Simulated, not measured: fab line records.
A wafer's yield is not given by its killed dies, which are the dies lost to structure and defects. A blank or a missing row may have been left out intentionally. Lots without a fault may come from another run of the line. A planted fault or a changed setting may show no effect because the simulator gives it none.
Problem report in the 8D (eight disciplines) form, filled by code + flow gf180mcu + the parts of the form that need people (team, actions taken, sign-off) are left out

1. THE ISSUE
SALICIDE_TIN_RS at GF_SALICIDE_RS_MEAS_04 reads a mean of 30.55 ohm/sq on 1 wafer of 1 lot; wafers without a fault read 16.21 ohm/sq with a standard deviation of 0.28. Measured from the usual mean, that is +51 standard deviations.
The step: measures by four-point-probe.
Earliest sighting: wafer L560.3 on filmMetro-03 at day 18 16:20. The record holds 39 wafers of 13 lots with a number at this step. Rule for "out", or "out of limits": more than 4 standard deviations from the usual mean. The rest of the wafers with a number are treated as sound.

2. WHAT THIS IS AND IS NOT
| question                    | is                | is not                                                                                                               |
|-----------------------------|-------------------|----------------------------------------------------------------------------------------------------------------------|
| which readings at this step | SALICIDE_TIN_RS   | -                                                                                                                    |
| which lots                  | L560              | L551, L552, L553, L562, L564, L565, L566, L568, L570, L572, L573, L574                                               |
| which wafers of those lots  | L560.3            | L560.2, L560.4                                                                                                       |
| read on which gauges        | filmMetro-03      | filmMetro-02, filmMetro-04                                                                                           |
| when                        | from day 18 16:20 | up to then (11 sound wafers); but 27 sound wafers of L562, L564, L565, L566, L568, L570, L572, L573, L574 came after |

3. WHAT RULES OUT EACH SUSPECT
Counting: a tool at a process step up to the reading stays a suspect if it ran every lot that is out. Sound lots after the first of them don't rule it out here, since some wafers of a struck lot are sound.
- the gauge at GF_SALICIDE_RS_MEAS_04: kept. All the wafers that are out were read on filmMetro-03, and no step on other tools shows them out.
- pvdSputter-03 at GF_SALICIDE_SPUTTER_02 (material Co, target thk 10 nm, time 20 s): kept. It processed L560, the lot that is out, at day 18 16:15, and its most recent sound lot before then was L552 at day 15 19:38.
What counting leaves: pvdSputter-03 at GF_SALICIDE_SPUTTER_02 and filmMetro-03 at GF_SALICIDE_RS_MEAS_04.

4. THE CAUSE (what the simulator had put in)
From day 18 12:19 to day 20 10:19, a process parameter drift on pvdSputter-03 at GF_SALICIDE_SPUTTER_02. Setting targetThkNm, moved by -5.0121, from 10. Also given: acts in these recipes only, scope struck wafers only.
This tool is one of the 2 suspects left after counting.

5. SEQUENCE OF EFFECTS, ordered by route
One row per reading whose mean, taken over the struck wafers that have a number, lies over 3 standard deviations from the usual. Scope: only readings with a usual standard deviation given in the record; hours: median across lots of the time from each lot's start at the first step in this table that gives one to its start at this step; sigmas: change in usual standard deviations.
| hours | step                   | reading         | usual        | on struck wafers | change | sigmas |
|-------|------------------------|-----------------|--------------|------------------|--------|--------|
| 0     | GF_SALICIDE_RS_MEAS_04 | SALICIDE_TIN_RS | 16.21 ohm/sq | 30.55            | +14.34 | +51    |

6. HOW IT WOULD HAVE BEEN CAUGHT EARLIER
Counted from the fault's start at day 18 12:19, it took 4 hours until the first out-of-limits reading at a measuring or inspecting step in this record, taken at day 18 16:20.
An alarm limit of 4 standard deviations would not have fired on the tool readings at GF_SALICIDE_SPUTTER_02 for which the record gives a usual standard deviation, since none of them was out on any struck wafer.
By day 18 16:20, every lot that is out (1) had started GF_SALICIDE_SPUTTER_02 on pvdSputter-03. Had the tool been put on hold then, not one of them would have been saved.
